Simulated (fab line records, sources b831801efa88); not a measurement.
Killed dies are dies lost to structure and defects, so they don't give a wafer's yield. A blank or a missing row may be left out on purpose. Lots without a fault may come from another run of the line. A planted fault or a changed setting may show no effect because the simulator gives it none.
Chamber matching | flow gf180mcu | GF_V2_CMP_26 on cmp-02: 4 sister chambers
The step polishes, stops on SiO2, t overpolish 15 s, target thk 0 nm. 14 wafers are shown with their chamber, then 7 later ones without.

WAFERS WITH THEIR CHAMBER
wafer  | chamber | motor_current_A (A) | time_to_endpoint_s (s)
L315.1 | 1       | 9.3                 | 81
L315.2 | 0       | 12.5                | 85
L315.5 | 1       | 9.6                 | 77
L316.2 | 1       | 9.5                 | 78
L316.3 | 2       | 9.3                 | 78
L316.5 | 3       | 10.1                | 74
L328.1 | 2       | 9.4                 | 90
L328.2 | 1       | 10.7                | 83
L328.3 | 0       | 11.7                | 85
L329.2 | 2       | 10.0                | 87
L329.4 | 1       | 9.7                 | 86
L329.5 | 1       | 9.6                 | 81
L330.1 | 2       | 10.0                | 84
L330.3 | 1       | 9.8                 | 76

SIGNATURES (means of the wafers above)
reading            | chamber 0 | chamber 1 | chamber 2 | chamber 3 | scatter within a chamber
motor_current_A    | 12.100    | 9.743     | 9.675     | 10.100    | 0.443
time_to_endpoint_s | 85.00     | 80.29     | 84.75     | 74.00     | 3.93
Rule: a wafer's distance from a chamber is the root of the sum, over the readings, of the square of ((its reading less the chamber's mean) divided by the reading's scatter). The wafer belongs to the nearest chamber; if the next one is less than 2 further off, it can't be placed. The scatter: the root of (the sum of the squares of (reading less its chamber's mean) over the shown wafers, divided by (wafers less chambers)).

WAFERS WITHOUT THEIR CHAMBER
wafer  | motor_current_A (A) | time_to_endpoint_s (s)
L330.4 | 12.0                | 88
L333.1 | 10.0                | 83
L333.2 | 9.5                 | 87
L333.6 | 12.1                | 90
L336.1 | 11.0                | 76
L336.3 | 12.5                | 83
L336.6 | 10.9                | 75

WHICH CHAMBER EACH WENT THROUGH
wafer  | from the rows above               | in truth
L330.4 | 0                                 | 0
L333.1 | can't be placed: 2 or 1 or 3      | 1
L333.2 | can't be placed: 2 or 1           | 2
L333.6 | 0                                 | 0
L336.1 | can't be placed: 3 or 1 or 0 or 2 | 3
L336.3 | 0                                 | 0
L336.6 | can't be placed: 3 or 1 or 2 or 0 | 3
Placed correctly: 3 of 7. Can't be placed from these rows: 4 (the true chamber is among the candidates in 4). Placed wrongly: 0.
